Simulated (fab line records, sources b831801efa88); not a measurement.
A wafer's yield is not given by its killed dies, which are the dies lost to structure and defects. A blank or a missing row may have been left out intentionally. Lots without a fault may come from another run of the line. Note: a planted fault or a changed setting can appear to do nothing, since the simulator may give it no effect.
The tool behind it: which one? || flow gf180mcu || Sampling: 11 lots, 33 wafers, 5 of 602 route steps

## WHAT EACH GAUGE READ, for each wafer
GF_V3_RS_MEAS_24: the measuring method here is four-point-probe. Usual: V3_W_RS 0.326 ohm/sq, standard deviation 0.0038.
{"lot": "L774", "measured": "day 22 18:35", "on": "film_metro-04", "V3_W_RS (ohm/sq)": "0.328 0.329 0.329", "flag": ""}
{"lot": "L776", "measured": "day 23 06:39", "on": "film_metro-04", "V3_W_RS (ohm/sq)": "0.332 0.333 0.329", "flag": ""}
{"lot": "L777", "measured": "day 23 09:29", "on": "film_metro-03", "V3_W_RS (ohm/sq)": "0.321 0.330 0.322", "flag": ""}
{"lot": "L775", "measured": "day 23 11:47", "on": "film_metro-04", "V3_W_RS (ohm/sq)": "0.331 0.322 0.329", "flag": ""}
{"lot": "L778", "measured": "day 24 03:10", "on": "film_metro-04", "V3_W_RS (ohm/sq)": "0.324 0.326 0.327", "flag": ""}
{"lot": "L783", "measured": "day 25 13:07", "on": "film_metro-03", "V3_W_RS (ohm/sq)": "0.326 0.333 0.325", "flag": ""}
{"lot": "L785", "measured": "day 26 03:41", "on": "film_metro-01", "V3_W_RS (ohm/sq)": "0.332 0.328 0.327", "flag": ""}
{"lot": "L790", "measured": "day 27 22:58", "on": "film_metro-01", "V3_W_RS (ohm/sq)": "0.318 0.327 0.320", "flag": ""}
{"lot": "L791", "measured": "day 28 06:04", "on": "film_metro-03", "V3_W_RS (ohm/sq)": "0.324 0.324 0.320", "flag": ""}
{"lot": "L796", "measured": "day 29 10:35", "on": "film_metro-04", "V3_W_RS (ohm/sq)": "0.334 0.321 0.325", "flag": ""}
{"lot": "L797", "measured": "day 29 14:59", "on": "film_metro-03", "V3_W_RS (ohm/sq)": "0.329 0.328 0.327", "flag": ""}

GF_V4_THK_MEAS_03. Usual: V4_CVD_02_THK 845 nm, standard deviation 12.
{"lot": "L774", "measured": "day 23 18:52", "on": "film_metro-04", "V4_CVD_02_THK (nm)": "858 869 860", "flag": ""}
{"lot": "L776", "measured": "day 24 06:08", "on": "film_metro-04", "V4_CVD_02_THK (nm)": "861 841 860", "flag": ""}
{"lot": "L777", "measured": "day 24 08:56", "on": "film_metro-04", "V4_CVD_02_THK (nm)": "845 853 860", "flag": ""}
{"lot": "L775", "measured": "day 24 11:23", "on": "film_metro-01", "V4_CVD_02_THK (nm)": "849 856 855", "flag": ""}
{"lot": "L778", "measured": "day 25 02:12", "on": "film_metro-04", "V4_CVD_02_THK (nm)": "841 860 849", "flag": ""}
{"lot": "L783", "measured": "day 26 11:18", "on": "film_metro-01", "V4_CVD_02_THK (nm)": "835 844 856", "flag": ""}
{"lot": "L785", "measured": "day 27 02:02", "on": "film_metro-04", "V4_CVD_02_THK (nm)": "844 847 839", "flag": ""}
{"lot": "L790", "measured": "day 28 20:17", "on": "film_metro-04", "V4_CVD_02_THK (nm)": "879 886 879", "flag": "OFF"}
{"lot": "L791", "measured": "day 29 03:22", "on": "film_metro-04", "V4_CVD_02_THK (nm)": "881 887 903", "flag": "OFF"}
{"lot": "L796", "measured": "day 30 07:05", "on": "film_metro-02", "V4_CVD_02_THK (nm)": "838 818 829", "flag": ""}
{"lot": "L797", "measured": "day 30 10:55", "on": "film_metro-04", "V4_CVD_02_THK (nm)": "834 840 839", "flag": ""}

## TOOL THAT RAN EACH LOT (tool first, then ch and the chambers of the sampled wafers, then the start)
{"lot": "L774", "GF_M4_SPUTTER_00": "pvd_sputter-01, day 22 19:02", "GF_M4_STRIP_17": "plasma_asher-03 ch 0,1, day 23 18:08", "GF_V4_CVD_02": "pecvd-04 ch 0,1, day 23 18:46"}
{"lot": "L776", "GF_M4_SPUTTER_00": "pvd_sputter-02, day 23 07:08", "GF_M4_STRIP_17": "plasma_asher-03 ch 0,1, day 24 05:24", "GF_V4_CVD_02": "pecvd-04 ch 0,1, day 24 06:04"}
{"lot": "L777", "GF_M4_SPUTTER_00": "pvd_sputter-01, day 23 09:58", "GF_M4_STRIP_17": "plasma_asher-04 ch 0,1, day 24 08:12", "GF_V4_CVD_02": "pecvd-02 ch 0,1,2, day 24 08:52"}
{"lot": "L775", "GF_M4_SPUTTER_00": "pvd_sputter-02, day 23 12:16", "GF_M4_STRIP_17": "plasma_asher-02 ch 0,1, day 24 10:39", "GF_V4_CVD_02": "pecvd-04 ch 1,2, day 24 11:19"}
{"lot": "L778", "GF_M4_SPUTTER_00": "pvd_sputter-01, day 24 03:38", "GF_M4_STRIP_17": "plasma_asher-04 ch 0,1, day 25 01:28", "GF_V4_CVD_02": "pecvd-02 ch 1,2, day 25 02:08"}
{"lot": "L783", "GF_M4_SPUTTER_00": "pvd_sputter-01, day 25 13:33", "GF_M4_STRIP_17": "plasma_asher-02 ch 0,1, day 26 10:34", "GF_V4_CVD_02": "pecvd-04 ch 0,1,2, day 26 11:13"}
{"lot": "L785", "GF_M4_SPUTTER_00": "pvd_sputter-01, day 26 04:10", "GF_M4_STRIP_17": "plasma_asher-02 ch 0,1, day 27 01:06", "GF_V4_CVD_02": "pecvd-04 ch 0,1,2, day 27 01:58"}
{"lot": "L790", "GF_M4_SPUTTER_00": "pvd_sputter-02, day 27 23:26", "GF_M4_STRIP_17": "plasma_asher-04 ch 0,1, day 28 19:28", "GF_V4_CVD_02": "pecvd-04 ch 0,1,2, day 28 20:13"}
{"lot": "L791", "GF_M4_SPUTTER_00": "pvd_sputter-01, day 28 06:31", "GF_M4_STRIP_17": "plasma_asher-02 ch 0,1, day 29 02:38", "GF_V4_CVD_02": "pecvd-04 ch 0,2, day 29 03:16"}
{"lot": "L796", "GF_M4_SPUTTER_00": "pvd_sputter-02, day 29 11:06", "GF_M4_STRIP_17": "plasma_asher-02 ch 0,1, day 30 06:17", "GF_V4_CVD_02": "pecvd-03 ch 0,1,2, day 30 07:01"}
{"lot": "L797", "GF_M4_SPUTTER_00": "pvd_sputter-01, day 29 15:28", "GF_M4_STRIP_17": "plasma_asher-04 ch 0,1, day 30 10:08", "GF_V4_CVD_02": "pecvd-02 ch 0,1,2, day 30 10:50"}
- GF_M4_SPUTTER_00: material Ti, target thk 37.5 nm, time 150 s.
- GF_M4_STRIP_17: strips in O2/N2.
- GF_V4_CVD_02: deposits SiO2 from TEOS, target thk 850 nm, time 94.851 s.

## WHAT THE TOOLS THEMSELVES READ (means of the sampled wafers that have a number; where no wafer has one, the mark that the record gives instead)
GF_M4_SPUTTER_00. Usual: throttle_valve_pct 30.5 %, standard deviation 0.92.
{"lot": "L774", "tool": "pvd_sputter-01", "throttle_valve_pct (%)": 30.4, "flag": ""}
{"lot": "L776", "tool": "pvd_sputter-02", "throttle_valve_pct (%)": 29.7, "flag": ""}
{"lot": "L777", "tool": "pvd_sputter-01", "throttle_valve_pct (%)": 30.1, "flag": ""}
{"lot": "L775", "tool": "pvd_sputter-02", "throttle_valve_pct (%)": 30.3, "flag": ""}
{"lot": "L778", "tool": "pvd_sputter-01", "throttle_valve_pct (%)": 30.7, "flag": ""}
{"lot": "L783", "tool": "pvd_sputter-01", "throttle_valve_pct (%)": 30.4, "flag": ""}
{"lot": "L785", "tool": "pvd_sputter-01", "throttle_valve_pct (%)": 30.9, "flag": ""}
{"lot": "L790", "tool": "pvd_sputter-02", "throttle_valve_pct (%)": 29.5, "flag": ""}
{"lot": "L791", "tool": "pvd_sputter-01", "throttle_valve_pct (%)": 30.8, "flag": ""}
{"lot": "L796", "tool": "pvd_sputter-02", "throttle_valve_pct (%)": 30.6, "flag": ""}
{"lot": "L797", "tool": "pvd_sputter-01", "throttle_valve_pct (%)": 29.9, "flag": ""}

GF_M4_STRIP_17. Usual: drypump_motor_current_A 5.7 A, standard deviation 0.54; heater_power_w 321 W, standard deviation 27; oes_product_au 0.536 a.u., standard deviation 0.0049; strip_time_to_endpoint_s 7.38 s, standard deviation 0.039.
{"lot": "L774", "tool": "plasma_asher-03", "drypump_motor_current_A (A)": 5.9, "heater_power_w (W)": 292, "oes_product_au (a.u.)": 0.532, "strip_time_to_endpoint_s (s)": 7.36, "flag": ""}
{"lot": "L776", "tool": "plasma_asher-03", "drypump_motor_current_A (A)": 6.3, "heater_power_w (W)": 292, "oes_product_au (a.u.)": 0.532, "strip_time_to_endpoint_s (s)": 7.32, "flag": ""}
{"lot": "L777", "tool": "plasma_asher-04", "drypump_motor_current_A (A)": 5.6, "heater_power_w (W)": 331, "oes_product_au (a.u.)": 0.537, "strip_time_to_endpoint_s (s)": 7.35, "flag": ""}
{"lot": "L775", "tool": "plasma_asher-02", "drypump_motor_current_A (A)": 5.6, "heater_power_w (W)": 320, "oes_product_au (a.u.)": 0.542, "strip_time_to_endpoint_s (s)": 7.39, "flag": ""}
{"lot": "L778", "tool": "plasma_asher-04", "drypump_motor_current_A (A)": 5.9, "heater_power_w (W)": 353, "oes_product_au (a.u.)": 0.539, "strip_time_to_endpoint_s (s)": 7.45, "flag": ""}
{"lot": "L783", "tool": "plasma_asher-02", "drypump_motor_current_A (A)": 5.3, "heater_power_w (W)": 315, "oes_product_au (a.u.)": 0.540, "strip_time_to_endpoint_s (s)": 7.34, "flag": ""}
{"lot": "L785", "tool": "plasma_asher-02", "drypump_motor_current_A (A)": 5.3, "heater_power_w (W)": 316, "oes_product_au (a.u.)": 0.533, "strip_time_to_endpoint_s (s)": 7.38, "flag": ""}
{"lot": "L790", "tool": "plasma_asher-04", "drypump_motor_current_A (A)": 5.9, "heater_power_w (W)": 350, "oes_product_au (a.u.)": 0.540, "strip_time_to_endpoint_s (s)": 7.42, "flag": ""}
{"lot": "L791", "tool": "plasma_asher-02", "drypump_motor_current_A (A)": 5.6, "heater_power_w (W)": 321, "oes_product_au (a.u.)": 0.535, "strip_time_to_endpoint_s (s)": 7.37, "flag": ""}
{"lot": "L796", "tool": "plasma_asher-02", "drypump_motor_current_A (A)": 5.3, "heater_power_w (W)": 310, "oes_product_au (a.u.)": 0.535, "strip_time_to_endpoint_s (s)": 7.43, "flag": ""}
{"lot": "L797", "tool": "plasma_asher-04", "drypump_motor_current_A (A)": 5.6, "heater_power_w (W)": 337, "oes_product_au (a.u.)": 0.534, "strip_time_to_endpoint_s (s)": 7.37, "flag": ""}

GF_V4_CVD_02. Usual: heater_power_w 644 W, standard deviation 69; rf_fwd_power_W 596.8 W, standard deviation 1.9.
{"lot": "L774", "tool": "pecvd-04", "heater_power_w (W)": 617, "rf_fwd_power_W (W)": 596.2, "flag": ""}
{"lot": "L776", "tool": "pecvd-04", "heater_power_w (W)": 645, "rf_fwd_power_W (W)": 598.8, "flag": ""}
{"lot": "L777", "tool": "pecvd-02", "heater_power_w (W)": 669, "rf_fwd_power_W (W)": 598.1, "flag": ""}
{"lot": "L775", "tool": "pecvd-04", "heater_power_w (W)": 599, "rf_fwd_power_W (W)": 596.8, "flag": ""}
{"lot": "L778", "tool": "pecvd-02", "heater_power_w (W)": 679, "rf_fwd_power_W (W)": 597.5, "flag": ""}
{"lot": "L783", "tool": "pecvd-04", "heater_power_w (W)": 669, "rf_fwd_power_W (W)": 595.7, "flag": ""}
{"lot": "L785", "tool": "pecvd-04", "heater_power_w (W)": 638, "rf_fwd_power_W (W)": 598.0, "flag": ""}
{"lot": "L790", "tool": "pecvd-04", "heater_power_w (W)": 589, "rf_fwd_power_W (W)": 693.5, "flag": "OFF"}
{"lot": "L791", "tool": "pecvd-04", "heater_power_w (W)": 602, "rf_fwd_power_W (W)": 691.9, "flag": "OFF"}
{"lot": "L796", "tool": "pecvd-03", "heater_power_w (W)": 695, "rf_fwd_power_W (W)": 595.7, "flag": ""}
{"lot": "L797", "tool": "pecvd-02", "heater_power_w (W)": 636, "rf_fwd_power_W (W)": 596.8, "flag": ""}

## THE ANSWER, worked out from the rows above alone
Rule: a lot is off if the mean of its wafers that have a number lies more than 3 standard deviations from the usual mean. A lot without any number at a reading at which 4 lots or more have one is off too. Any other lot the step has rows for is counted as sound. The gauges are gone through in route order, then the tools' own readings, and for those a lot's mean is taken as printed above. At the first step where some lot is off, the reading lying furthest off is the one used; lots without a number count as furthest.
Off: at GF_V4_THK_MEAS_03 (V4_CVD_02_THK), L790, L791.
If a tool, at a process step before that reading, ran all the lots that are off and no sound lot after the first of them, it fits. The gauges at GF_V4_THK_MEAS_03 aren't tried: what is off there is off at GF_V4_CVD_02 too, on other tools, and a gauge's error can't cause that. One fits: GF_V4_CVD_02 on pecvd-04. A fault onset in the window from L785 (day 27 01:58, its last sound lot) to L790 (day 28 20:13, its first lot off) fits.
The tool's own readings at GF_V4_CVD_02 bear it out: on the lots that are off they differ by more than 5 times the standard deviation of the sound lots' means. rf_fwd_power_W reads 692.7 W there against 597.1 W on the sound lots.

## WHAT WAS PUT IN BY THE SIMULATOR
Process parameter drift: pecvd-04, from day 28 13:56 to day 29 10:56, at GF_V4_CVD_02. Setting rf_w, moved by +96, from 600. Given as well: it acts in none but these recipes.
Lots struck among those shown: L790, L791. The rule given above showed the same thing.
